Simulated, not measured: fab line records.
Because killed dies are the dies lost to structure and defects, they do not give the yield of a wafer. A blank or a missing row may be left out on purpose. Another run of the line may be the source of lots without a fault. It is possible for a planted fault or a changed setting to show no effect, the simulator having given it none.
Which tool did it? | flow sky130 | 11 lots, 33 wafers sampled, at 2 steps of a route of 708

== WHAT THE GAUGES SHOWED, per wafer ==
SKY_VIA1_THK_MEAS_23: measures by xrf.
lot  | measured     | on            | VIA1_W_THK (nm)
L333 | day 34 22:24 | film_metro-04 | 272 264 266
L334 | day 35 11:19 | film_metro-04 | 271 271 271
L337 | day 35 19:40 | film_metro-04 | 267 270 269
L339 | day 36 11:10 | film_metro-01 | 274 276 270
L342 | day 37 17:04 | film_metro-03 | 264 263 271
L346 | day 38 19:22 | film_metro-03 | 263 267 268
L347 | day 39 05:44 | film_metro-01 | 273 271 273
L348 | day 39 10:52 | film_metro-01 | 267 268 271
L349 | day 40 03:49 | film_metro-03 | 267 264 269
L353 | day 40 15:46 | film_metro-03 | 267 269 269
L354 | day 41 01:10 | film_metro-01 | 271 274 273

== WHICH TOOL RAN EACH LOT (tool, then ch and the chambers of the sampled wafers, then the start) ==
lot  | SKY_VIA1_CMP_02
L333 | cmp-02 ch 1,2, day 33 18:48
L334 | cmp-01 ch 1,2, day 34 07:07
L337 | cmp-01 ch 0,1,2, day 34 15:53
L339 | cmp-02 ch 0,2,3, day 35 07:51
L342 | cmp-02 ch 0,1,2, day 36 13:15
L346 | cmp-02 ch 1,2,3, day 37 16:43
L347 | cmp-01 ch 1,2,3, day 38 03:59
L348 | cmp-01 ch 0,3, day 38 07:04
L349 | cmp-02 ch 0,1, day 39 01:40
L353 | cmp-01 ch 0,3, day 39 13:46
L354 | cmp-01 ch 0,1,2, day 39 23:07
- SKY_VIA1_CMP_02: polishes SiO2.

== THE ANSWER, worked out from the rows above alone ==
Rule: the usual values come from the lots themselves. Put in order of their means at a reading, lots are off if they are a third of the lots or fewer, leave a main group of 4 or more, and stand apart from it by a gap of 3 or more times the standard deviation of the main group's means; of several such gaps the widest counts. A main group is skipped when, at the precision printed for the reading in the tables above, its means are all equal. A lot without any number at a reading at which 4 lots or more have one is off too. The other lots that the step has rows for count as sound.
Across all readings shown, no lot is off: no conclusion can be drawn from this.

== WHAT HAD BEEN PUT IN BY THE SIMULATOR ==
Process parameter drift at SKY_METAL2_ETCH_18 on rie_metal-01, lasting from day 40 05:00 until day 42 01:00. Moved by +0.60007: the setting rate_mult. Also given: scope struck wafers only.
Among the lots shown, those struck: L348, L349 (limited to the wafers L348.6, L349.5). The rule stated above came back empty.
